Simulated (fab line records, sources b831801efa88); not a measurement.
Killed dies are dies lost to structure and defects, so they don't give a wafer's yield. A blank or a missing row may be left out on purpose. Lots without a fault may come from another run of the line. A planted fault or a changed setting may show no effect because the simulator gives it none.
Which tool did it? | flow gf180mcu | 12 lots, 36 wafers sampled, at 2 steps of a route of 602

WHAT THE GAUGES READ, wafer by wafer
GF_MIM_THK_MEAS_11: measures by xrf. Usual: MIM_ALCU_THK 204.1 nm, standard deviation 2.3.
lot  | measured     | on            | MIM_ALCU_THK (nm) | flag
L280 | day 25 07:25 | film_metro-04 | 200.1 202.6 204.4 |
L281 | day 25 16:22 | film_metro-04 | 206.0 203.3 203.1 |
L282 | day 25 18:19 | film_metro-04 | 204.8 202.0 201.7 |
L283 | day 26 04:26 | film_metro-01 | 202.9 205.2 206.2 |
L284 | day 26 19:55 | film_metro-04 | 201.9 201.7 204.8 |
L285 | day 27 04:45 | film_metro-03 | 207.0 208.7 205.9 |
L286 | day 27 08:43 | film_metro-04 | 207.0 206.2 203.7 |
L292 | day 28 21:18 | film_metro-03 | 204.1 200.5 201.7 |
L294 | day 29 17:17 | film_metro-01 | 204.4 205.2 204.4 |
L297 | day 30 13:34 | film_metro-03 | 205.7 203.7 205.0 |
L299 | day 31 01:40 | film_metro-03 | 200.5 201.3 202.6 |
L302 | day 31 20:38 | film_metro-01 | 207.1 201.0 203.4 |

WHICH TOOL RAN EACH LOT (tool, then ch and the chambers of the sampled wafers, then the start)
lot  | GF_HV_LDD_STRIP_22
L280 | plasma_asher-03 ch 0,1, day 11 05:11
L281 | plasma_asher-04 ch 0,1, day 11 15:22
L282 | plasma_asher-02 ch 0,1, day 11 15:40
L283 | plasma_asher-02 ch 0,1, day 12 01:02
L284 | plasma_asher-02 ch 0,1, day 12 15:04
L285 | plasma_asher-02 ch 0,1, day 12 21:19
L286 | plasma_asher-04 ch 0,1, day 13 03:17
L292 | plasma_asher-02 ch 0,1, day 14 17:07
L294 | plasma_asher-02 ch 0,1, day 15 15:52
L297 | plasma_asher-04 ch 0,1, day 16 14:28
L299 | plasma_asher-03 ch 0,1, day 17 07:22
L302 | plasma_asher-02 ch 0, day 18 05:22
- GF_HV_LDD_STRIP_22: strips in O2/N2.

WHAT THE TOOLS THEMSELVES READ (means of the sampled wafers that have a number; where no wafer has one, the mark that the record gives instead)
GF_HV_LDD_STRIP_22. Usual: chamber_pressure_mTorr 1499.9 mTorr, standard deviation 1.4; drypump_motor_current_A 5.78 A, standard deviation 0.13; heater_power_w 334 W, standard deviation 33; o2_flow_sccm 3001 sccm, standard deviation 8.4; oes_product_au 0.716 a.u., standard deviation 0.0046; strip_time_to_endpoint_s 12.53 s, standard deviation 0.039.
lot  | tool            | chamber_pressure_mTorr (mTorr) | drypump_motor_current_A (A) | heater_power_w (W) | o2_flow_sccm (sccm) | oes_product_au (a.u.) | strip_time_to_endpoint_s (s) | flag
L280 | plasma_asher-03 | 1500.3                         | 5.64                        | 282                | 3002                | 0.720                 | 12.59                        |
L281 | plasma_asher-04 | 1500.6                         | 5.90                        | 372                | 2995                | 0.717                 | 12.50                        |
L282 | plasma_asher-02 | 1500.4                         | 5.73                        | 339                | 3008                | 0.715                 | 12.51                        |
L283 | plasma_asher-02 | 1499.8                         | 5.76                        | 342                | 3008                | 0.715                 | 12.54                        |
L284 | plasma_asher-02 | 1499.7                         | 5.76                        | 345                | 3006                | 0.714                 | 12.55                        |
L285 | plasma_asher-02 | 1498.4                         | 5.75                        | 342                | 3001                | 0.714                 | 12.49                        |
L286 | plasma_asher-04 | 1498.1                         | 5.96                        | 363                | 3000                | 0.720                 | 12.48                        |
L292 | plasma_asher-02 | 1499.2                         | 5.76                        | 342                | 3004                | 0.716                 | 12.57                        |
L294 | plasma_asher-02 | 1499.0                         | 5.74                        | 343                | 2992                | 0.714                 | 12.58                        |
L297 | plasma_asher-04 | 1499.9                         | 5.96                        | 363                | 3003                | 0.716                 | 12.51                        |
L299 | plasma_asher-03 | 1498.9                         | 5.65                        | 292                | 3004                | 0.711                 | 12.56                        |
L302 | plasma_asher-02 | 1498.2                         | 5.73                        | 336                | 2989                | 0.719                 | 12.55                        |

THE ANSWER, worked out from the rows above alone
Rule: a lot is off if the mean of its wafers that have a number lies more than 3 standard deviations from the usual mean. A lot without any number at a reading at which 4 lots or more have one is off too. The other lots that the step has rows for count as sound. The gauges are gone through in route order, then the tools' own readings, and for those a lot's mean is taken as printed above. The first step at which some lot is off is used, and at that step the reading that is off furthest; a lot without a number counts as furthest.
No lot is off at any reading shown: from this, nothing can be told.

WHAT THE SIMULATOR HAD PUT IN
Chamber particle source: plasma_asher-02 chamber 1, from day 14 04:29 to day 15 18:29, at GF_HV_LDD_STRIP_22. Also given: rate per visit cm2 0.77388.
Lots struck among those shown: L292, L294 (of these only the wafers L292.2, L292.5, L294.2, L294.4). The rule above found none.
